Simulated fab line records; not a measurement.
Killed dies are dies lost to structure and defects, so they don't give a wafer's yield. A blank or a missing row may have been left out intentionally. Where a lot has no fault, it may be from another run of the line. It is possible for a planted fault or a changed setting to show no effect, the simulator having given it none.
Which tool is to blame? / flow sky130 / 32 wafers from 11 lots sampled at 6 of the route's 708 steps

== WHAT THE GAUGES READ, wafer by wafer ==
SKY_METAL2_RS_MEAS_05: a four-point-probe measurement.
lot=L172; measured=day 34 18:17; on=film-metro-02; METAL2_ALCU_RS (ohm/sq)=0.1272 0.1291 0.1269
lot=L173; measured=day 35 11:18; on=film-metro-01; METAL2_ALCU_RS (ohm/sq)=0.1289 0.1275 0.1253
lot=L174; measured=day 35 12:50; on=film-metro-03; METAL2_ALCU_RS (ohm/sq)=0.1270 0.1275 0.1270
lot=L175; measured=day 35 20:14; on=film-metro-01; METAL2_ALCU_RS (ohm/sq)=0.1249 0.1253 0.1268
lot=L181; measured=day 37 20:08; on=film-metro-03; METAL2_ALCU_RS (ohm/sq)=0.1256 0.1270 0.1247
lot=L182; measured=day 37 21:03; on=film-metro-01; METAL2_ALCU_RS (ohm/sq)=0.1093 0.1269
lot=L184; measured=day 38 14:46; on=film-metro-02; METAL2_ALCU_RS (ohm/sq)=0.1248 0.1254 0.1251
lot=L185; measured=day 38 18:24; on=film-metro-03; METAL2_ALCU_RS (ohm/sq)=0.1253 0.1237 0.1243
lot=L191; measured=day 40 10:11; on=film-metro-03; METAL2_ALCU_RS (ohm/sq)=0.1234 0.1234 0.1229
lot=L189; measured=day 40 10:10; on=film-metro-02; METAL2_ALCU_RS (ohm/sq)=0.1274 0.1274 0.1287
lot=L193; measured=day 40 23:35; on=film-metro-02; METAL2_ALCU_RS (ohm/sq)=0.1278 0.1266 0.1268

SKY_METAL2_THK_MEAS_06: measures by xrf.
lot=L172; measured=day 34 18:22; on=film-metro-02; METAL2_ALCU_THK (nm)=249 245 249
lot=L173; measured=day 35 11:25; on=film-metro-01; METAL2_ALCU_THK (nm)=244 248 252
lot=L174; measured=day 35 12:57; on=film-metro-03; METAL2_ALCU_THK (nm)=248 246 246
lot=L175; measured=day 35 20:21; on=film-metro-01; METAL2_ALCU_THK (nm)=252 250 248
lot=L181; measured=day 37 20:15; on=film-metro-03; METAL2_ALCU_THK (nm)=248 249 253
lot=L182; measured=day 37 21:10; on=film-metro-01; METAL2_ALCU_THK (nm)=287 246
lot=L184; measured=day 38 14:52; on=film-metro-02; METAL2_ALCU_THK (nm)=250 249 249
lot=L185; measured=day 38 18:30; on=film-metro-03; METAL2_ALCU_THK (nm)=252 252 254
lot=L191; measured=day 40 10:18; on=film-metro-03; METAL2_ALCU_THK (nm)=255 255 256
lot=L189; measured=day 40 10:17; on=film-metro-02; METAL2_ALCU_THK (nm)=247 246 244
lot=L193; measured=day 40 23:42; on=film-metro-02; METAL2_ALCU_THK (nm)=246 250 247

SKY_METAL2_CD_MEAS_15 targets a cd of 140 nm.
lot=L172; measured=day 35 20:10; on=cd-sem-02; cd-nm (nm)=136.6 135.3 137.3
lot=L173; measured=day 36 14:04; on=cd-sem-01; cd-nm (nm)=136.4 137.9 139.0
lot=L174; measured=day 36 14:49; on=cd-sem-02; cd-nm (nm)=140.1 140.3 140.9
lot=L175; measured=day 36 22:50; on=cd-sem-01; cd-nm (nm)=139.1 140.9 137.9
lot=L181; measured=day 38 21:13; on=cd-sem-02; cd-nm (nm)=138.5 138.4 138.7
lot=L182; measured=day 38 22:19; on=cd-sem-01; cd-nm (nm)=139.4 140.8
lot=L184; measured=day 39 15:33; on=cd-sem-02; cd-nm (nm)=139.9 139.1 141.1
lot=L185; measured=day 39 19:47; on=cd-sem-01; cd-nm (nm)=138.7 138.2 138.6
lot=L191; measured=day 41 11:02; on=cd-sem-01; cd-nm (nm)=137.9 137.8 136.5
lot=L189; measured=day 41 10:20; on=cd-sem-02; cd-nm (nm)=140.7 139.4 138.8
lot=L193; measured=day 41 23:28; on=cd-sem-01; cd-nm (nm)=137.7 138.2 139.1

== WHAT TOOL EACH LOT RAN ON (gives the tool, then ch and the chambers of the sampled wafers, and finally the start) ==
lot=L172; SKY_METAL1_DESCUM_17=rie-metal-04 ch 0,1, day 33 12:59; SKY_VIA1_STRIP_16=plasma-asher-01 ch 0,1, day 34 16:53; SKY_METAL2_SPUTTER_02=pvd-sputter-01, day 34 18:08
lot=L173; SKY_METAL1_DESCUM_17=rie-metal-01 ch 0,1, day 34 05:37; SKY_VIA1_STRIP_16=plasma-asher-01 ch 0,1, day 35 09:56; SKY_METAL2_SPUTTER_02=pvd-sputter-01, day 35 11:13
lot=L174; SKY_METAL1_DESCUM_17=rie-metal-01 ch 0,1, day 34 07:01; SKY_VIA1_STRIP_16=plasma-asher-01 ch 0,1, day 35 11:28; SKY_METAL2_SPUTTER_02=pvd-sputter-03, day 35 12:44
lot=L175; SKY_METAL1_DESCUM_17=rie-metal-04 ch 0, day 34 15:10; SKY_VIA1_STRIP_16=plasma-asher-03 ch 0,1, day 35 18:52; SKY_METAL2_SPUTTER_02=pvd-sputter-03, day 35 20:08
lot=L181; SKY_METAL1_DESCUM_17=rie-metal-01 ch 0,1, day 36 14:37; SKY_VIA1_STRIP_16=plasma-asher-02 ch 0,1, day 37 18:28; SKY_METAL2_SPUTTER_02=pvd-sputter-01, day 37 20:02
lot=L182; SKY_METAL1_DESCUM_17=rie-metal-01 ch 0,1, day 36 15:55; SKY_VIA1_STRIP_16=plasma-asher-03 ch 0,1, day 37 19:31; SKY_METAL2_SPUTTER_02=pvd-sputter-01, day 37 20:56
lot=L184; SKY_METAL1_DESCUM_17=rie-metal-01 ch 0,1, day 37 09:59; SKY_VIA1_STRIP_16=plasma-asher-01 ch 0,1, day 38 13:24; SKY_METAL2_SPUTTER_02=pvd-sputter-02, day 38 14:38
lot=L185; SKY_METAL1_DESCUM_17=rie-metal-03 ch 0,1, day 37 13:20; SKY_VIA1_STRIP_16=plasma-asher-03 ch 0,1, day 38 17:00; SKY_METAL2_SPUTTER_02=pvd-sputter-03, day 38 18:16
lot=L191; SKY_METAL1_DESCUM_17=rie-metal-04 ch 1, day 39 06:58; SKY_VIA1_STRIP_16=plasma-asher-01 ch 0,1, day 40 08:43; SKY_METAL2_SPUTTER_02=pvd-sputter-03, day 40 10:05
lot=L189; SKY_METAL1_DESCUM_17=rie-metal-03 ch 0,1, day 39 07:28; SKY_VIA1_STRIP_16=plasma-asher-03 ch 0,1, day 40 08:47; SKY_METAL2_SPUTTER_02=pvd-sputter-02, day 40 10:04
lot=L193; SKY_METAL1_DESCUM_17=rie-metal-04 ch 0,1, day 39 20:16; SKY_VIA1_STRIP_16=plasma-asher-02 ch 0,1, day 40 22:13; SKY_METAL2_SPUTTER_02=pvd-sputter-02, day 40 23:29
- SKY_METAL1_DESCUM_17: chemistry O2, time 8 s.
- SKY_VIA1_STRIP_16: strips in O2/N2.
- SKY_METAL2_SPUTTER_02: material AlCu, target thk 250 nm, time 13.3 s.

== AS READ BY THE TOOLS THEMSELVES (means over the sampled wafers that have a number; for cases with no such wafer, the mark the record gives instead) ==
SKY_METAL1_DESCUM_17.
lot=L172; tool=rie-metal-04; drypump-motor-current-A (A)=5.96; oes-product-au (a.u.)=1.006
lot=L173; tool=rie-metal-01; drypump-motor-current-A (A)=5.85; oes-product-au (a.u.)=1.003
lot=L174; tool=rie-metal-01; drypump-motor-current-A (A)=5.99; oes-product-au (a.u.)=1.014
lot=L175; tool=rie-metal-04; drypump-motor-current-A (A)=6.04; oes-product-au (a.u.)=1.004
lot=L181; tool=rie-metal-01; drypump-motor-current-A (A)=5.84; oes-product-au (a.u.)=1.001
lot=L182; tool=rie-metal-01; drypump-motor-current-A (A)=5.90; oes-product-au (a.u.)=1.006
lot=L184; tool=rie-metal-01; drypump-motor-current-A (A)=5.85; oes-product-au (a.u.)=1.007
lot=L185; tool=rie-metal-03; drypump-motor-current-A (A)=5.54; oes-product-au (a.u.)=0.997
lot=L191; tool=rie-metal-04; drypump-motor-current-A (A)=5.80; oes-product-au (a.u.)=0.991
lot=L189; tool=rie-metal-03; drypump-motor-current-A (A)=5.54; oes-product-au (a.u.)=0.993
lot=L193; tool=rie-metal-04; drypump-motor-current-A (A)=5.93; oes-product-au (a.u.)=0.991

SKY_VIA1_STRIP_16.
lot=L172; tool=plasma-asher-01; drypump-motor-current-A (A)=5.8; o2-flow-sccm (sccm)=3018; oes-product-au (a.u.)=0.418; strip-time-to-endpoint-s (s)=4.479
lot=L173; tool=plasma-asher-01; drypump-motor-current-A (A)=6.1; o2-flow-sccm (sccm)=3011; oes-product-au (a.u.)=0.413; strip-time-to-endpoint-s (s)=4.471
lot=L174; tool=plasma-asher-01; drypump-motor-current-A (A)=6.1; o2-flow-sccm (sccm)=3000; oes-product-au (a.u.)=0.416; strip-time-to-endpoint-s (s)=4.488
lot=L175; tool=plasma-asher-03; drypump-motor-current-A (A)=6.0; o2-flow-sccm (sccm)=2991; oes-product-au (a.u.)=0.421; strip-time-to-endpoint-s (s)=4.470
lot=L181; tool=plasma-asher-02; drypump-motor-current-A (A)=5.5; o2-flow-sccm (sccm)=3011; oes-product-au (a.u.)=0.415; strip-time-to-endpoint-s (s)=4.448
lot=L182; tool=plasma-asher-03; drypump-motor-current-A (A)=5.9; o2-flow-sccm (sccm)=3004; oes-product-au (a.u.)=0.414; strip-time-to-endpoint-s (s)=4.452
lot=L184; tool=plasma-asher-01; drypump-motor-current-A (A)=6.1; o2-flow-sccm (sccm)=3014; oes-product-au (a.u.)=0.418; strip-time-to-endpoint-s (s)=4.461
lot=L185; tool=plasma-asher-03; drypump-motor-current-A (A)=6.0; o2-flow-sccm (sccm)=3002; oes-product-au (a.u.)=0.415; strip-time-to-endpoint-s (s)=4.482
lot=L191; tool=plasma-asher-01; drypump-motor-current-A (A)=5.9; o2-flow-sccm (sccm)=3002; oes-product-au (a.u.)=0.417; strip-time-to-endpoint-s (s)=4.428
lot=L189; tool=plasma-asher-03; drypump-motor-current-A (A)=5.9; o2-flow-sccm (sccm)=3013; oes-product-au (a.u.)=0.412; strip-time-to-endpoint-s (s)=4.426
lot=L193; tool=plasma-asher-02; drypump-motor-current-A (A)=5.5; o2-flow-sccm (sccm)=3002; oes-product-au (a.u.)=0.412; strip-time-to-endpoint-s (s)=4.409

SKY_METAL2_SPUTTER_02.
lot=L172; tool=pvd-sputter-01; throttle-valve-pct (%)=29.7
lot=L173; tool=pvd-sputter-01; throttle-valve-pct (%)=31.0
lot=L174; tool=pvd-sputter-03; throttle-valve-pct (%)=30.1
lot=L175; tool=pvd-sputter-03; throttle-valve-pct (%)=29.3
lot=L181; tool=pvd-sputter-01; throttle-valve-pct (%)=30.5
lot=L182; tool=pvd-sputter-01; throttle-valve-pct (%)=30.5
lot=L184; tool=pvd-sputter-02; throttle-valve-pct (%)=30.5
lot=L185; tool=pvd-sputter-03; throttle-valve-pct (%)=29.6
lot=L191; tool=pvd-sputter-03; throttle-valve-pct (%)=30.9
lot=L189; tool=pvd-sputter-02; throttle-valve-pct (%)=29.6
lot=L193; tool=pvd-sputter-02; throttle-valve-pct (%)=28.7

== THE ANSWER, worked out from the rows above alone ==
Rule: what is usual is taken from the lots themselves. Put in order of their means at a reading, lots are off if they are a third of the lots or fewer, leave a main group of 4 or more, and stand apart from it by a gap of 3 or more times the standard deviation of the main group's means; of several such gaps the widest counts. If all means in a main group match to the digits the tables above print for the reading, that group is not used. A lot without any number at a reading at which 4 lots or more have one is off too. Where the step has rows for the other lots, those lots are counted as sound. The gauges are gone through in route order, then the tools' own readings, and for those a lot's mean is taken as printed above. The first step at which some lot is off is used, and at that step the reading that is off furthest; a lot without a number counts as furthest.
Off: at SKY_METAL2_RS_MEAS_05 (METAL2_ALCU_RS), L182. The main group has a mean of 0.1261 ohm/sq with a standard deviation of 0.0015.
A tool fits if, at a process step before that reading, it ran every lot that is off, and no sound lot after the first of them. Gauges at SKY_METAL2_RS_MEAS_05: tried the same way as those tools. 2 tools fit, pvd-sputter-01 at SKY_METAL2_SPUTTER_02 and film-metro-01 at SKY_METAL2_RS_MEAS_05, so this cannot tell which one it is.

== WHAT HAD BEEN PUT IN BY THE SIMULATOR ==
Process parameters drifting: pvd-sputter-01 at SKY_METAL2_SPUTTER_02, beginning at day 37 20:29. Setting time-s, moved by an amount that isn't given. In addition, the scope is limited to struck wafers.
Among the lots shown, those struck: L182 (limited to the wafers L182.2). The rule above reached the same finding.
